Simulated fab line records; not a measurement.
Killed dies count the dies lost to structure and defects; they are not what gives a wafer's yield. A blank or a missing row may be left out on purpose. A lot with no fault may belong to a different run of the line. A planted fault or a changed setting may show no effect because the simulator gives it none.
Which of the tools did it?    flow gf180mcu    at 1 step of a route of 602, 14 lots with 41 wafers sampled

WHAT EACH GAUGE READ, for each wafer
GF_HV_LDD_TW_MEAS_38.
lot   measured      on             HV_LDD_3_TW
L761  day 11 12:54  film-metro-04  1440 1437
L762  day 11 17:58  film-metro-01  1452 1456 1454
L771  day 14 23:03  film-metro-03  1410 1413 1399
L772  day 15 07:41  film-metro-03  1412 1419 1408
L773  day 15 17:40  film-metro-01  1441 1446 1447
L774  day 15 19:22  film-metro-03  1412 1404 1418
L775  day 16 03:16  film-metro-03  1412 1407 1401
L776  day 16 11:04  film-metro-01  1451 1444 1447
L779  day 17 05:01  film-metro-03  1410 1410 1406
L780  day 17 19:13  film-metro-03  1411 1415 1400
L781  day 18 03:43  film-metro-04  1436 1428 1428
L782  day 18 18:01  film-metro-04  1438 1429 1432
L783  day 19 05:03  film-metro-01  1446 1452 1443
L784  day 19 05:27  film-metro-03  1412 1414 1414

WHAT TOOL EACH LOT RAN ON (gives the tool, then ch and the chambers of the sampled wafers, and finally the start)
Before these readings, the record contains no process step.

WHAT THE TOOLS THEMSELVES READ (means of the sampled wafers that have a number; where no wafer has one, the mark that the record gives instead)
The record holds no such reading with a usual standard deviation.

THE ANSWER, worked out from the rows above alone
Rule: the usual values come from the lots themselves. Put in order of their means at a reading, lots are off if they are a third of the lots or fewer, leave a main group of 4 or more, and stand apart from it by a gap of 3 or more times the standard deviation of the main group's means; of several such gaps the widest counts. Not used: any main group whose means are identical at the precision the tables above print for the reading. A lot without any number at a reading at which 4 lots or more have one is off too. Where the step has rows for the other lots, those lots are counted as sound. First the gauges in route order, then the tools' own readings, where a lot's mean is used as printed above. The first step at which some lot is off is used, and at that step the reading that is off furthest; a lot without a number counts as furthest.
Nothing can be told from this: no lot is off at any reading shown.

WHAT THE SIMULATOR PUT IN
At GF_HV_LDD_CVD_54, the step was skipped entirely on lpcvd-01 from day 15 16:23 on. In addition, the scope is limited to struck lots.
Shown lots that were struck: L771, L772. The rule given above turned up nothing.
